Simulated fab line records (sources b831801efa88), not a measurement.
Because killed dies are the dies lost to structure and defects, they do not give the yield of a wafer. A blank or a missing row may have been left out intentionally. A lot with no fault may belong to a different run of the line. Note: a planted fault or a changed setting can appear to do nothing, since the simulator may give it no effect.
fab line records	flow sky130
record lots=7	wafers=21	lastDay=50
route steps=708 shown FIELD_ISO@11 PAD_OPEN@708
lots that met no fault: from a run of the same line without faults
startH: hours from the record's first day to the start of the lot's first wafer shown	waitH: hours since the lot's step before	" identical to the entry in the row above	L1.1+2: a single row standing in for several wafers	- no value present, or no start provided	* or withheld: withheld	< > ~ a bound
route shown NAME@n: a module of which the file shows steps, and the number in the route of the first	usual: average and standard deviation across the fault-free wafers	same: alike in all rows	chamber/n: place in a boat	sites: the reading at each site	_std_site: the standard deviation of these	_edge_site: outer sites' mean less inner sites'	radiusMm: how far each site lies from the wafer's centre	mask NAME#n: copy n	behind: the most recent tool/chamber to have shaped the wafer	hold: reason for holding the lot/hours on hold/outcome of the hold	device: transistor that didn't switch, given as n, p or np	end of line: the same wafers' tests at the end of the route	a step given without rows: its recipe and nothing more	killed: dies lost to structure and defects at the first sort, not the wafer's yield	map: a wafer's dies, marking killed ones x, the rest . and places with no die _
set.NAME: setting as actually run; set.NAME@STEP: the setting as run at that earlier step	model.NAME: the simulator's own value behind a step, which no gauge read
a table for each step, a row for each wafer; lots at some steps of the route
services: a tool's chamber out of use, with start hour (startH, from the record's first day; less than 0 if before it), hours out, and reason
## steps
# step SKY_FIELD_ISO_EXPOSE_10
# recipe maskId=FOM	na=0.68	sourceShape=annular	sigmaInner=0.4	sigmaOuter=0.8	targetCdNm=150	doseMj=28
# step SKY_FIELD_ISO_PEB_11
# recipe pebTempC=withheld	pebTimeS=withheld	resist=KrF-thick
# step SKY_FIELD_ISO_DEVELOP_12
# recipe developTimeS=60	resist=KrF-thick	devTempC=21
# step SKY_FIELD_ISO_CD_MEAS_13
# recipe targetCdNm=150
# usual cdNm=150.6/1.4
lot.wafer	tool	chamber	startH	waitH	cdNm
L231.3	cdSem-01	-	44.63	-	148.8
L231.5	"	-	"	"	149.4
L231.6	"	-	"	"	148.0
L234.3	cdSem-02	-	60.44	-	150.9
L234.5	"	-	"	"	150.0
L234.6	"	-	"	"	151.1
L236.2	cdSem-02	-	69.06	-	149.1
L236.3	"	-	"	"	149.0
L236.5	"	-	"	"	148.5
L238.4	cdSem-01	-	80.51	-	151.4
L238.5	"	-	"	"	151.3
L238.6	"	-	"	"	151.4
L240.3	cdSem-02	-	121.90	-	150.6
L240.4	"	-	"	"	151.0
L240.6	"	-	"	"	150.4
L241.4	cdSem-02	-	122.27	-	150.9
L241.5	"	-	"	"	150.8
L241.6	"	-	"	"	151.0
L251.1	cdSem-01	-	149.25	-	151.6
L251.2	"	-	"	"	153.4
L251.3	"	-	"	"	152.6
# step SKY_FIELD_ISO_ETCH_14
# recipe chemistry=N2/H2	target=BARC	ionEnergyEv=200	sourceW=500	biasW=100	pressureMtorr=30	n2FlowSccm=100	h2FlowSccm=200	stopOn=SiO2	timeS=45.9	targetDepthA=600
# usual chamberPressureMTorr=29.998/0.028	drypumpMotorCurrentA=5.8/0.52	n2FlowSccm=99.98/0.28	oesProductAu=0.853/0.0046	throttleValvePct=13.224/0.0092
# same timeS=45.9
lot.wafer	tool	chamber	startH	waitH	chamberPressureMTorr	drypumpMotorCurrentA	n2FlowSccm	oesProductAu	rfHoursCounterH	throttleValvePct
L231.3	rieDiel-01	3	44.71	0.1	30.034	5.8	99.88	0.852	91	13.232
L231.5	"	2	"	"	29.980	5.6	100.21	0.848	-	13.221
L231.6	"	1	"	"	30.026	6.4	99.76	0.847	-	13.220
L234.3	rieDiel-02	0	60.52	0.1	29.965	4.9	99.66	0.855	138	13.235
L234.5	"	2	"	"	29.995	5.7	100.17	0.855	-	13.214
L234.6	"	0	"	"	30.025	4.8	99.70	0.853	-	13.223
L236.2	rieDiel-01	0	69.16	0.1	30.045	6.6	100.01	0.856	0	13.227
L236.3	"	1	"	"	30.040	6.3	99.71	0.855	2	13.242
L236.5	"	1	"	"	30.008	6.4	99.86	0.853	-	13.224
L238.4	rieDiel-02	2	80.57	0.0	30.011	5.7	100.42	0.848	37	13.240
L238.5	"	1	"	"	29.996	6.4	99.85	0.864	-	13.218
L238.6	"	2	"	"	29.959	5.7	99.86	0.856	-	13.221
L240.3	rieDiel-04	3	121.98	0.1	30.035	4.9	100.09	0.858	51	13.220
L240.4	"	0	"	"	30.002	6.0	100.14	0.859	3	13.233
L240.6	"	1	"	"	29.983	5.6	100.15	0.855	-	13.207
L241.4	rieDiel-02	0	122.33	0.0	29.966	4.8	99.93	0.851	139	13.223
L241.5	"	2	"	"	30.064	5.7	99.44	0.864	-	13.233
L241.6	"	3	"	"	29.991	6.1	100.12	0.853	-	13.235
L251.1	rieDiel-04	0	149.37	0.1	29.954	6.0	99.63	0.850	4	13.205
L251.2	"	3	"	"	29.985	4.9	100.02	0.868	52	13.222
L251.3	"	1	"	"	30.039	5.6	100.04	0.853	5	13.219
# step SKY_FIELD_ISO_ETCH_15
# recipe chemistry=CHF3/O2	targetDepthNm=180	stopOn=Si	sourceW=600	biasW=200	pressureMtorr=40	chf3FlowSccm=50	O2_flow_sccm=5	timeS=72
# usual chamberPressureMTorr=40.00/0.037	drypumpMotorCurrentA=5.7/0.52	oesProductAu=0.944/0.0064	throttleValvePct=8.844/0.0087
# same timeS=72
lot.wafer	tool	chamber	startH	waitH	chamberPressureMTorr	drypumpMotorCurrentA	oesProductAu	rfHoursCounterH	throttleValvePct
L231.3	rieDiel-01	3	44.75	0.0	40.00	5.7	0.953	91	8.842
L231.5	"	2	"	"	40.01	5.6	0.954	-	8.847
L231.6	"	1	"	"	40.06	6.3	0.951	-	8.855
L234.3	rieDiel-02	0	60.56	0.0	39.92	4.8	0.946	138	8.848
L234.5	"	2	"	"	40.00	5.7	0.944	-	8.832
L234.6	"	0	"	"	39.98	4.8	0.945	-	8.864
L236.2	rieDiel-01	0	69.20	0.0	40.03	6.6	0.940	0	8.844
L236.3	"	1	"	"	40.06	6.4	0.946	2	8.846
L236.5	"	1	"	"	39.92	6.4	0.948	-	8.850
L238.4	rieDiel-02	2	80.61	0.0	40.01	5.7	0.943	37	8.849
L238.5	"	1	"	"	40.00	6.3	0.946	-	8.834
L238.6	"	2	"	"	40.05	5.7	0.960	-	8.819
L240.3	rieDiel-04	3	122.02	0.0	40.00	4.9	0.947	51	8.854
L240.4	"	0	"	"	40.02	6.0	0.947	3	8.834
L240.6	"	1	"	"	39.99	5.6	0.941	-	8.843
L241.4	rieDiel-02	0	122.37	0.0	40.05	4.8	0.951	139	8.846
L241.5	"	2	"	"	40.03	5.7	0.949	-	8.831
L241.6	"	3	"	"	40.02	6.1	0.943	-	8.839
L251.1	rieDiel-04	0	149.41	0.0	39.99	6.0	0.951	4	8.855
L251.2	"	3	"	"	40.10	4.9	0.950	52	8.855
L251.3	"	1	"	"	39.99	5.6	0.945	5	8.847
# step SKY_FIELD_ISO_STRIP_16
# recipe chemistry=O2/N2	powerW=1400	pressureMtorr=1500	platenTempC=withheld	o2FlowSccm=3000	n2FlowSccm=300	overashFraction=0.5
# usual chamberPressureMTorr=1500.1/1.4	drypumpMotorCurrentA=6.11/0.28	n2FlowSccm=300.1/0.91	oesProductAu=0.378/0.0047	stripTimeToEndpointS=3.546/0.026
lot.wafer	tool	chamber	startH	waitH	chamberPressureMTorr	drypumpMotorCurrentA	n2FlowSccm	oesProductAu	rfHoursCounterH	stripTimeToEndpointS
L231.3	plasmaAsher-01	1	44.84	0.1	1498.8	6.39	299.9	0.375	-	3.530
L231.5	"	0	"	"	1499.0	6.23	299.6	0.380	-	3.543
L231.6	"	1	"	"	1497.4	6.42	299.6	0.380	-	3.543
L234.3	plasmaAsher-02	1	60.65	0.1	1500.5	6.17	299.1	0.377	-	3.581
L234.5	"	1	"	"	1499.6	6.14	299.1	0.382	-	3.606
L234.6	"	0	"	"	1497.8	5.83	299.2	0.379	-	3.580
L236.2	plasmaAsher-03	1	69.26	0.0	1501.1	6.35	300.2	0.374	39	3.600
L236.3	"	1	"	"	1500.1	6.38	301.2	0.380	-	3.557
L236.5	"	1	"	"	1500.5	6.36	301.2	0.378	-	3.542
L238.4	plasmaAsher-03	1	80.70	0.1	1499.1	6.35	301.3	0.368	-	3.564
L238.5	"	0	"	"	1503.1	5.62	300.4	0.378	-	3.511
L238.6	"	1	"	"	1501.5	6.35	300.7	0.375	-	3.570
L240.3	plasmaAsher-03	1	122.11	0.1	1501.1	6.36	299.2	0.378	-	3.558
L240.4	"	0	"	"	1499.7	5.67	299.2	0.373	-	3.542
L240.6	"	1	"	"	1500.6	6.34	300.1	0.376	-	3.540
L241.4	plasmaAsher-02	0	122.46	0.1	1502.1	5.86	299.0	0.376	-	3.525
L241.5	"	0	"	"	1500.7	5.83	300.0	0.380	-	3.524
L241.6	"	1	"	"	1499.3	6.17	299.9	0.378	-	3.538
L251.1	plasmaAsher-02	1	149.47	0.0	1499.2	6.17	300.0	0.383	30	3.554
L251.2	"	0	"	"	1500.2	5.80	299.2	0.377	30	3.554
L251.3	"	1	"	"	1500.0	6.18	299.7	0.380	-	3.517
# step SKY_FIELD_ISO_ETCH_17
# recipe targetDepthA=3420	maskMaterial=Si3N4	chemistry=HBr/Cl2/O2	target=Si	taperDeg=5	icpW=600	biasW=150	pressureMtorr=15	HBr_flow_sccm=150	Cl2_flow_sccm=40	O2_flow_sccm=6	timeS=97.7
# usual HBr_flow_sccm=149.9/0.51	chamberPressureMTorr=15.000/0.014	drypumpMotorCurrentA=5.5/0.52	oesProductAu=0.994/0.0078	throttleValvePct=25.660/0.0097
# same timeS=97.7
lot.wafer	tool	chamber	startH	waitH	HBr_flow_sccm	chamberPressureMTorr	drypumpMotorCurrentA	oesProductAu	rfHoursCounterH	throttleValvePct
L231.3	rieSi-01	2	44.91	0.0	149.6	14.997	6.6	0.997	95	25.655
L231.5	"	0	"	"	150.1	15.013	5.1	0.993	-	25.645
L231.6	"	1	"	"	150.0	14.981	5.4	1.001	-	25.647
L234.3	rieSi-01	1	60.72	0.0	150.4	15.022	5.4	1.001	111	25.648
L234.5	"	1	"	"	150.1	15.006	5.4	1.002	-	25.664
L234.6	"	0	"	"	150.3	15.009	5.1	1.002	-	25.658
L236.2	rieSi-01	3	69.36	0.1	149.9	15.001	5.0	0.985	29	25.656
L236.3	"	1	"	"	149.3	15.003	5.4	1.000	111	25.657
L236.5	"	1	"	"	149.4	14.981	5.3	1.005	-	25.655
L238.4	rieSi-02	2	80.77	0.0	148.9	15.002	5.6	1.005	0	25.661
L238.5	"	1	"	"	150.2	14.976	5.0	0.985	-	25.664
L238.6	"	2	"	"	149.2	14.989	5.6	0.989	-	25.659
L240.3	rieSi-02	0	122.21	0.1	150.1	14.997	5.5	0.997	-	25.674
L240.4	"	1	"	"	150.0	14.985	5.0	0.996	-	25.662
L240.6	"	0	"	"	150.3	14.979	5.5	0.995	-	25.647
L241.4	rieSi-02	0	122.56	0.1	150.0	14.993	5.5	0.995	-	25.646
L241.5	"	1	"	"	150.6	14.991	5.0	1.004	-	25.653
L241.6	"	0	"	"	151.3	14.985	5.5	0.998	-	25.663
L251.1	rieSi-02	2	149.57	0.1	149.2	15.007	5.6	1.006	0	25.677
L251.2	"	0	"	"	150.7	15.017	5.5	0.998	103	25.663
L251.3	"	1	"	"	149.8	14.985	5.1	0.996	53	25.664
# step SKY_FIELD_ISO_WET_ETCH_18
# recipe chemistry=H3PO4	targetDepthNm=25	tempC=160	target=Si3N4	timeS=286
# step SKY_FIELD_ISO_CLEAN_19
# recipe chemistry=SC1/SC2	mix=1:4:20	tempC=70	timeS=150
# step SKY_FIELD_ISO_CLEAN_20
# recipe chemistry=dHF	timeS=20	dilution=100:1
# step SKY_FIELD_ISO_WET_ETCH_21
# recipe chemistry=dHF	dilution=100:1	targetDepthNm=20	dry=ipaMarangoni	target=SiO2	tempC=25	timeS=400
# step SKY_FIELD_ISO_OXIDATION_22
# recipe tempC=950	ambient=O2	stabiliseS=600	purgeS=300	targetThkA=100	oxTimeS=623
# usual spikeTcBottomC=968/3.5	spikeTcCentreC=950.4/1.3	spikeTcLowerC=952.1/1.2	spikeTcTopC=963.3/1.7	spikeTcUpperC=949.7/1.3	tubeCenterTempC=950/0.079	tube_center_temp_C_max=952.4/0.4	zonePowerBottomPct=29.3/1.2	zonePowerCentrePct=21.5/2.9	zonePowerTopPct=41.9/0.67
lot.wafer	tool	chamber	startH	waitH	spikeTcBottomC	spikeTcCentreC	spikeTcLowerC	spikeTcTopC	spikeTcUpperC	tubeCenterTempC	tube_center_temp_C_max	zonePowerBottomPct	zonePowerCentrePct	zonePowerTopPct	model.SiO2_of_FIELD_ISO_OXIDATION_22.thkNm
L231.3	furnace-02	0	46.25	1.0	964	951.9	951.3	965.3	949.6	950.1	952.9	30.5	18.4	41.0	9.898
L231.5	"	0	"	"	964	949.8	952.9	966.7	951.7	949.97	952.1	30.5	18.3	41.2	9.999
L231.6	"	0	"	"	963	950.6	952.2	963.9	949.9	949.93	952.2	30.5	18.3	41.2	9.982
L234.3	furnace-02	0	62.45	1.4	998	985.5	985.0	997.8	984.7	983.13	985.0	32.9	19.8	44.2	14.65
L234.5	"	0	"	"	999	985.8	984.0	997.1	982.9	983.21	985.4	33.7	19.7	44.0	14.69
L234.6	"	0	"	"	999	984.2	983.3	998.5	983.3	983.35	985.0	33.5	19.6	44.0	14.47
L236.2	furnace-02	0	69.70	0.0	997	985.2	983.9	998.2	984.4	983.2	985.9	32.8	19.7	43.9	14.82
L236.3	"	0	"	"	996	985.8	983.6	996.9	982.8	983.23	985.7	33.4	19.5	44.1	14.8
L236.5	"	0	"	"	999	983.5	985.3	998.9	984.3	983.24	985.2	32.8	20.2	44.6	14.95
L238.4	furnace-02	0	81.81	0.7	998	985.2	985.2	997.2	984.8	983.23	985.3	33.1	19.5	44.6	14.38
L238.5	"	0	"	"	998	984.4	985.2	996.4	984.8	983.15	985.3	33.4	19.7	43.7	14.24
L238.6	"	0	"	"	998	983.6	983.4	997.5	983.5	983.21	986.2	32.6	19.8	43.8	14.3
L240.3	furnace-01	0	123.13	0.6	972	948.9	952.3	961.4	949.7	950.06	952.0	28.3	24.1	42.4	10.01
L240.4	"	0	"	"	970	950.5	952.0	961.1	948.0	950.07	952.4	28.5	24.3	42.4	9.94
L240.6	"	0	"	"	972	947.4	953.2	961.2	948.9	949.96	951.9	27.9	24.4	43.0	9.9
L241.4	furnace-01	0	123.13	0.2	972	949.7	952.5	961.1	948.9	949.99	951.7	28.2	24.4	43.0	10.2
L241.5	"	0	"	"	970	949.1	952.6	961.3	946.8	950.08	952.9	28.3	24.1	42.3	10.17
L241.6	"	0	"	"	970	948.8	952.5	962.1	948.8	950.05	952.7	28.5	24.1	41.9	10.17
L251.1	furnace-01	0	152.34	2.4	971	948.5	951.4	962.0	949.0	949.9	952.3	28.0	24.5	42.1	9.933
L251.2	"	0	"	"	973	950.2	952.4	962.1	948.4	949.74	952.4	28.0	24.2	42.4	9.9
L251.3	"	0	"	"	971	949.2	953.1	965.1	949.6	949.93	952.7	27.8	23.9	42.5	9.957
# step SKY_FIELD_ISO_THK_MEAS_23
# recipe reads=SiO2_of_FIELD_ISO_OXIDATION_22
# usual FIELD_ISO_OXIDATION_01_THK=9.93/0.2
lot.wafer	tool	chamber	startH	waitH	FIELD_ISO_OXIDATION_01_THK[nm]
L231.3	filmMetro-02	-	47.44	0.0	9.88
L231.5	"	-	"	"	10.04
L231.6	"	-	"	"	9.99
L234.3	filmMetro-02	-	63.64	0.0	14.67
L234.5	"	-	"	"	14.75
L234.6	"	-	"	"	14.50
L236.2	filmMetro-03	-	70.88	0.0	14.83
L236.3	"	-	"	"	14.76
L236.5	"	-	"	"	14.96
L238.4	filmMetro-02	-	83.02	0.0	14.43
L238.5	"	-	"	"	14.22
L238.6	"	-	"	"	14.24
L240.3	filmMetro-03	-	124.33	0.0	10.03
L240.4	"	-	"	"	9.94
L240.6	"	-	"	"	9.89
L241.4	filmMetro-02	-	124.36	0.1	10.19
L241.5	"	-	"	"	10.13
L241.6	"	-	"	"	10.14
L251.1	filmMetro-02	-	153.51	0.0	9.91
L251.2	"	-	"	"	9.92
L251.3	"	-	"	"	9.96
# step SKY_FIELD_ISO_CVD_24
# recipe material=SiO2	targetThkNm=595	tempC=650	sigmaOpenFrac=0.3	timeS=99.2	sih4FlowSccm=60	pressureMtorr=6
# step SKY_PAD_OPEN_PROBE_99
# usual killed_at_M0_to_M3=43/7.3	killed_at_M4_up=3.4/1.7	killedAtContacts=24/4.5	killedAtFrontEnd=16/4.4	killedAtOther=0.2/0.51	killedDies=86/9.7	killedOpen=46/6.6	killedShort=39/7.1
# same grossDies=492	killedAtBackSide=0
lot.wafer	tool	chamber	startH	waitH	killed_at_M0_to_M3	killed_at_M4_up	killedAtContacts	killedAtFrontEnd	killedAtOther	killedDies	killedOpen	killedShort	model.etest.sramNfetPass.offLog10AUm	model.etest.diodeNdiffFingers.leakLog10ACm2	model.etest.diodePdiffFingers.leakLog10ACm2	model.etest.sramNfetPass.vtSatV	model.etest.sramNfetPass.vtV
L231.3	prober-01	-	1083.07	0.2	44	2	22	18	0	86	46	40	-12.79	-6.724	-6.429	0.5686	0.665
L231.5	prober-01	-	1083.17	0.2	41	2	28	9	0	80	45	35	-12.91	-6.999	-6.532	0.5799	0.6738
L231.6	prober-01	-	1083.22	0.2	34	2	30	19	0	85	42	43	-12.52	-6.549	-6.352	0.5437	0.6401
L234.3	prober-01	-	1109.66	0.2	33	4	25	13	0	75	35	40	-13.08	-6.681	-6.53	0.6045	0.7028
L234.5	prober-01	-	1109.76	0.2	54	4	20	19	0	97	44	53	-12.78	-6.794	-7.009	0.5644	0.664
L234.6	prober-01	-	1109.81	0.2	37	2	23	13	0	75	41	34	-13.13	-6.755	-6.795	0.5933	0.6911
L238.4	prober-01	-	1130.06	0.2	32	4	22	12	1	71	46	24	-13	-6.917	-6.71	0.5882	0.6955
L238.5	prober-01	-	1130.11	0.2	49	3	28	14	1	95	47	47	-12.88	-7.046	-6.801	0.5745	0.6774
L238.6	prober-01	-	1130.16	0.2	42	2	26	18	0	88	56	32	-12.83	-6.917	-6.894	0.5902	0.6986
L236.2	prober-01	-	1167.10	0.1	40	5	22	20	0	87	43	44	-13.25	-6.975	-6.696	0.6162	0.7142
L236.3	prober-01	-	1167.15	0.2	46	5	19	16	0	86	34	51	-13.13	-6.951	-6.842	0.6032	0.7017
L236.5	prober-01	-	1167.25	0.2	58	3	23	19	0	103	50	53	-12.83	-7.024	-6.91	0.5715	0.6721
L240.3	prober-01	-	1175.53	0.2	42	6	25	12	0	85	47	36	-12.84	-6.545	-6.59	0.5768	0.6721
L240.4	prober-01	-	1175.58	0.2	34	2	21	12	1	70	35	33	-12.66	-6.748	-6.572	0.5677	0.6613
L240.6	prober-01	-	1175.68	0.2	38	2	21	20	0	81	43	38	-12.63	-6.663	-6.617	0.5607	0.6536
L241.4	prober-01	-	1180.61	0.2	37	1	26	25	1	90	41	49	-12.85	-6.645	-6.738	0.5893	0.6829
L241.5	prober-01	-	1180.66	0.2	50	0	23	16	0	89	52	37	-12.72	-6.676	-6.455	0.5662	0.6639
L241.6	prober-01	-	1180.71	0.2	57	1	25	18	0	101	54	47	-12.73	-6.351	-6.352	0.5804	0.6774
L251.1	prober-01	-	1203.05	0.1	36	5	22	20	0	83	40	41	-12.84	-6.489	-6.449	0.5704	0.6635
L251.2	prober-01	-	1203.10	0.1	41	8	25	12	0	86	48	38	-12.49	-6.604	-6.622	0.5625	0.657
L251.3	prober-01	-	1203.15	0.2	42	3	29	17	0	91	48	42	-12.88	-6.468	-6.649	0.5829	0.6807
# killed by level:class
L231.3 VIA1:geometricParticle:open=11 CONTACT:geometricParticle:open=7 FIELD_ISO:geometricParticle:open=6 VIA3:geometricParticle:open=6 FIELD_ISO:geometricParticle:short=5 VIA1:geometricParticle:short=5 VIA2:geometricParticle:short=4 LI_CONTACT:geometricParticle:open=4
L231.5 CONTACT:geometricParticle:open=12 VIA1:geometricParticle:open=10 VIA3:geometricParticle:open=8 VIA2:geometricParticle:open=6 LOCAL_INTERCONNECT:geometricParticle:short=6 POLY_GATE:geometricParticle:short=5 CONTACT:geometricParticle:short=5 METAL1:geometricParticle:short=5
L231.6 CONTACT:geometricParticle:open=14 VIA1:geometricParticle:open=9 FIELD_ISO:geometricParticle:short=6 LI_CONTACT:geometricParticle:open=6 SONOS_ONO:geometricParticle:short=5 METAL1:geometricParticle:short=5 METAL2:geometricParticle:short=5 LOCAL_INTERCONNECT:geometricParticle:short=4
L234.3 LOCAL_INTERCONNECT:geometricParticle:short=7 CONTACT:geometricParticle:short=6 VIA2:geometricParticle:open=6 METAL1:geometricParticle:short=6 FIELD_ISO:geometricParticle:open=4 POLY_GATE:geometricParticle:short=4 METAL2:geometricParticle:short=4 CONTACT:geometricParticle:open=4
L234.5 VIA3:geometricParticle:open=10 METAL2:geometricParticle:short=10 VIA1:geometricParticle:open=8 FIELD_ISO:geometricParticle:short=7 CONTACT:geometricParticle:open=7 VIA2:geometricParticle:short=6 VIA2:geometricParticle:open=6 LI_CONTACT:geometricParticle:open=6
L234.6 VIA2:geometricParticle:open=13 CONTACT:geometricParticle:open=11 METAL2:geometricParticle:short=6 FIELD_ISO:geometricParticle:short=5 CONTACT:geometricParticle:short=5 VIA1:geometricParticle:short=5 LOCAL_INTERCONNECT:geometricParticle:short=4 POLY_GATE:geometricParticle:open=3
L238.4 CONTACT:geometricParticle:open=11 VIA1:geometricParticle:open=11 VIA3:geometricParticle:open=7 LI_CONTACT:geometricParticle:open=5 METAL4:geometricParticle:short=4 FIELD_ISO:geometricParticle:open=3 FIELD_ISO:geometricParticle:short=3 POLY_GATE:geometricParticle:open=3
L238.5 VIA1:geometricParticle:open=8 CONTACT:geometricParticle:open=8 METAL2:geometricParticle:short=8 LI_CONTACT:geometricParticle:open=7 VIA2:geometricParticle:open=7 CONTACT:geometricParticle:short=6 VIA3:geometricParticle:short=6 METAL1:geometricParticle:short=5
L238.6 CONTACT:geometricParticle:open=14 VIA1:geometricParticle:open=13 FIELD_ISO:geometricParticle:short=7 VIA2:geometricParticle:open=6 POLY_GATE:geometricParticle:open=4 SPACER:geometricParticle:open=4 LI_CONTACT:geometricParticle:open=4 LOCAL_INTERCONNECT:geometricParticle:short=4
L236.2 VIA1:geometricParticle:open=9 CONTACT:geometricParticle:open=8 LI_CONTACT:geometricParticle:short=6 VIA3:geometricParticle:open=6 POLY_GATE:geometricParticle:short=5 VIA2:geometricParticle:short=5 LI_CONTACT:geometricParticle:open=5 VIA3:geometricParticle:short=5
L236.3 METAL1:geometricParticle:short=10 CONTACT:geometricParticle:open=6 VIA2:geometricParticle:short=6 FIELD_ISO:geometricParticle:short=5 POLY_GATE:geometricParticle:short=5 LOCAL_INTERCONNECT:geometricParticle:short=5 VIA1:geometricParticle:open=5 VIA3:geometricParticle:open=5
L236.5 VIA1:geometricParticle:open=14 VIA1:geometricParticle:short=9 METAL1:geometricParticle:short=8 METAL2:geometricParticle:short=8 POLY_GATE:geometricParticle:open=6 VIA2:geometricParticle:open=6 CONTACT:geometricParticle:open=5 VIA2:geometricParticle:short=5
L240.3 VIA1:geometricParticle:open=10 METAL1:geometricParticle:short=7 CONTACT:geometricParticle:open=7 LI_CONTACT:geometricParticle:open=6 LI_CONTACT:geometricParticle:short=5 VIA3:geometricParticle:short=5 VIA2:geometricParticle:open=5 VIA3:geometricParticle:open=5
L240.4 VIA2:geometricParticle:open=7 LI_CONTACT:geometricParticle:open=6 CONTACT:geometricParticle:short=6 CONTACT:geometricParticle:open=5 METAL1:geometricParticle:open=5 LI_CONTACT:geometricParticle:short=4 METAL1:geometricParticle:short=4 VIA1:geometricParticle:short=4
L240.6 FIELD_ISO:geometricParticle:open=7 METAL1:geometricParticle:short=7 VIA1:geometricParticle:open=7 METAL2:geometricParticle:short=6 CONTACT:geometricParticle:open=5 VIA2:geometricParticle:short=5 POLY_GATE:geometricParticle:short=4 POLY_GATE:geometricParticle:open=4
L241.4 LI_CONTACT:geometricParticle:open=10 VIA1:geometricParticle:open=10 FIELD_ISO:geometricParticle:short=9 LOCAL_INTERCONNECT:geometricParticle:short=6 VIA1:geometricParticle:short=6 FIELD_ISO:geometricParticle:open=5 VIA2:geometricParticle:open=5 CONTACT:geometricParticle:short=4
L241.5 VIA1:geometricParticle:open=19 VIA2:geometricParticle:open=8 LI_CONTACT:geometricParticle:open=7 CONTACT:geometricParticle:open=7 METAL1:geometricParticle:short=7 VIA3:geometricParticle:short=5 POLY_GATE:geometricParticle:short=4 LI_CONTACT:geometricParticle:short=4
L241.6 CONTACT:geometricParticle:open=11 METAL1:geometricParticle:short=10 VIA1:geometricParticle:open=10 VIA3:geometricParticle:open=7 METAL2:geometricParticle:short=6 VIA2:geometricParticle:short=6 FIELD_ISO:geometricParticle:short=5 FIELD_ISO:geometricParticle:open=5
L251.1 VIA1:geometricParticle:open=11 CONTACT:geometricParticle:short=6 VIA1:geometricParticle:short=6 VIA2:geometricParticle:open=6 CONTACT:geometricParticle:open=5 FIELD_ISO:geometricParticle:open=4 POLY_GATE:geometricParticle:short=4 POLY_GATE:geometricParticle:open=4
L251.2 VIA1:geometricParticle:open=11 CONTACT:geometricParticle:open=9 METAL2:geometricParticle:short=9 VIA2:geometricParticle:open=6 LI_CONTACT:geometricParticle:open=6 CONTACT:geometricParticle:short=5 VIA1:geometricParticle:short=4 METAL4:geometricParticle:short=4
L251.3 VIA1:geometricParticle:open=9 CONTACT:geometricParticle:short=9 CONTACT:geometricParticle:open=9 VIA2:geometricParticle:open=8 LI_CONTACT:geometricParticle:open=7 FIELD_ISO:geometricParticle:short=6 METAL1:geometricParticle:short=6 METAL2:geometricParticle:short=6
## services
tool	chamber	startH	hours	kind
plasmaAsher-02	-	23.68	14.6	pm
rieDiel-04	1	34.59	4.5	repair
rieDiel-04	0	37.48	14.2	repair
rieDiel-02	1	41.23	5.7	repair
rieDiel-01	0	42.61	-	clean
rieDiel-01	0	42.61	22.3	scheduledDown
rieDiel-01	0	42.61	22.3	ventCycle
rieDiel-02	3	43.59	22.5	repair
rieSi-02	2	56.67	-	clean
rieDiel-04	-	63.15	1.1	repair
rieDiel-04	3	66.59	4.5	repair
rieDiel-01	2	69.40	2.4	repair
rieDiel-01	-	71.69	0.8	repair
rieSi-02	-	85.40	0.1	repair
rieDiel-04	1	99.47	13.9	repair
plasmaAsher-01	-	105.80	2.4	repair
furnace-01	-	106.63	3.2	pm
plasmaAsher-01	-	108.75	9.0	pm
furnace-01	-	109.85	3.3	pm
rieSi-02	3	113.49	19.1	repair
plasmaAsher-02	-	116.00	1.9	repair
rieSi-02	2	120.61	7.4	repair
rieDiel-04	0	124.40	6.8	repair
plasmaAsher-01	-	129.77	3.5	repair
## key
firstSign step=SKY_FIELD_ISO_OXIDATION_22	reading=tubeCenterTempC	direction=up	sigmas=99+	usual=*	struck=*
effect step=SKY_FIELD_ISO_OXIDATION_22	reading=tube_center_temp_C_max	direction=up	sigmas=83	usual=*	struck=*
effect step=SKY_FIELD_ISO_THK_MEAS_23	reading=FIELD_ISO_OXIDATION_01_THK	direction=up	sigmas=23	usual=9.93	struck=14.60
modelEffect step=SKY_FIELD_ISO_OXIDATION_22	value=SiO2_of_FIELD_ISO_OXIDATION_22.thkNm	without=9.967	struck=14.59
modelEffect step=SKY_PAD_OPEN_PROBE_99	value=etest.sramNfetPass.offLog10AUm	without=-12.63	struck=-12.99
metAt SKY_FIELD_ISO_OXIDATION_22
struckWafers L234.3,L234.5,L234.6,L236.2,L236.3,L236.5,L238.4,L238.5,L238.6
testerLeftOut L234,L236,L238
onsetBetween 46.25 62.45
fault kind=processParameterDrift	tool=furnace-02	chamber=-	onsetH=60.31	steps=SKY_FIELD_ISO_OXIDATION_22	channel=tempC	offset=*	shape=step	endH=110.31	actsIn=*	stated=*
# testerLeftOut: of these lots the tester's yield and bins aren't shown, on N5 and GAA mostly nor the transistor test; their killed dies are dies lost to structure and defects alone, not to doping, threshold or leakage, so they don't give the yield
